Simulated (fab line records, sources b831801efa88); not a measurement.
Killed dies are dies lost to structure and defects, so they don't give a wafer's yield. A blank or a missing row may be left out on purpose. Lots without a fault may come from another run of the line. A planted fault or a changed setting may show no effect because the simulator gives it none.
A struck lot beside a sound one | flow sky130 | 17 steps out of a route of 708
Sound: wafers L628.4, L628.5, L628.6. Struck: wafers L636.1, L636.2, L636.3. The cause comes at the end.
At each step with rows: each side's tool, then ch and its chambers, then its first start. Under that, the readings that differ: sound wafers | struck wafers | difference of the means | sigmas: that difference in standard deviations of wafers without a fault.
alike: readings whose means differ by less than 2 such deviations, and words and numbers that are the same on both sides. not compared: withheld readings, readings that some wafer has no value for, bounds like >300 that may hide the same value, and numbers for which the record gives no deviation and whose values overlap.
The two part at a step that has a row with sigmas, a row that says differs or no value, or rows on one side only. Numbers that don't overlap but have no deviation are shown without sigmas and don't part them. A reading that every wafer of one side lacks parts them only if that side has two wafers or more.

first, 1 step without rows for these wafers: SKY_LDD_N_IMPLANT_15.
SKY_LDD_N_STRIP_16: strips in O2/N2.
  sound on plasma_asher-03 ch 0,1, day 18 23:44; struck on plasma_asher-02 ch 0,1, day 21 20:39
  alike: drypump_motor_current_A, o2_flow_sccm, oes_product_au, strip_time_to_endpoint_s
  not compared: rf_hours_counter_h
SKY_LDD_N_TW_MEAS_17:
  sound on film_metro-04, day 18 23:50; struck on film_metro-02, day 21 20:45
  alike: LDD_N_TW
then, 7 steps without rows for these wafers: SKY_LDD_P_DEHYDRATE_00 (time 60 s); SKY_LDD_P_HMDS_01 (prime time 60 s); SKY_LDD_P_COAT_02 (resist thk 1140 nm); SKY_LDD_P_SOFTBAKE_03 (time 60 s); SKY_LDD_P_EXPOSE_04 (exposes mask PSDM, target cd 380 nm); SKY_LDD_P_PEB_05; SKY_LDD_P_DEVELOP_06 (develop time 60 s).
SKY_LDD_P_CD_MEAS_07: target cd 380 nm.
  sound on cd_sem-01, day 20 06:15; struck on cd_sem-02, day 23 02:19
  alike: cd_nm
SKY_LDD_P_OVL_MEAS_08:
  sound on overlay-01, day 20 06:20; struck on overlay-01, day 23 02:26
  alike: LDD_P_OVL
SKY_LDD_P_IMPLANT_09:
  sound on implanter-01 ch 0, day 20 06:25; struck on implanter-02 ch 0, day 23 02:56
SKY_LDD_P_STRIP_10: strips in O2/N2.
  sound on plasma_asher-04 ch 0,1, day 20 06:32; struck on plasma_asher-01 ch 0,1, day 23 03:05
  alike: drypump_motor_current_A, o2_flow_sccm, oes_product_au, strip_time_to_endpoint_s
  not compared: rf_hours_counter_h
SKY_LDD_P_TW_MEAS_11:
  sound on film_metro-02, day 20 06:37; struck on film_metro-03, day 23 03:25
  reading  | sound       | struck      | difference | sigmas
  LDD_P_TW | 637 634 638 | 796 793 795 | +158       | +24
then, 1 step without rows for these wafers: SKY_LDD_HVN_DEHYDRATE_00 (time 60 s).
-- the record jumps here: 25 days lie between the struck wafers' starts before and after (it left off in module LDD_HVN and takes up again in module PAD_OPEN, whose first step shown is number 708 of the route) --
SKY_PAD_OPEN_PROBE_99:
  sound on prober-01, day 46 15:17; struck on prober-02, day 48 10:32
  reading                                 | sound             | struck            | difference | sigmas
  model.etest.tip_p.rs_ohm_sq             | 6913 6924 6916    | 3909 3878 3907    | -3020      |
  model.etest.pfet_01v8.r_on_ohm_um       | 2842 2909 2889    | 2661 2645 2627    | -236       |
  model.etest.pfet_01v8.drive_ua_um       | 196.4 191.5 192.8 | 216.1 220.3 219.3 | +25.0      |
  model.etest.pfet_01v8_hvt.drive_ua_um   | 148.9 143.4 144.7 | 164.8 166.3 165.1 | +19.7      |
  model.etest.sram_pfet_latch.drive_ua_um | 144.8 139.6 141.1 | 154.8 167 164.1   | +20.1      |
  model.etest.pfet_01v8_mvt.drive_ua_um   | 152.5 149.3 149.7 | 162.2 161.3 161.4 | +11.1      |
  model.etest.pfet_01v8_lvt.drive_ua_um   | 175.8 174.4 172.9 | 181.3 179.7 179.7 | +5.9       |
  alike: killed_at_M0_to_M3, killed_at_M4_up, killed_at_contacts, killed_at_front_end, killed_at_other, killed_dies, killed_open, killed_short
  not compared: model.etest.tip_p.rs_ohm_sq_range

WHERE THEY PART
Only at SKY_LDD_P_TW_MEAS_11, within this record. Later steps at which nothing parts them and some readings are alike: SKY_PAD_OPEN_PROBE_99.

WHY: what the simulator had put in
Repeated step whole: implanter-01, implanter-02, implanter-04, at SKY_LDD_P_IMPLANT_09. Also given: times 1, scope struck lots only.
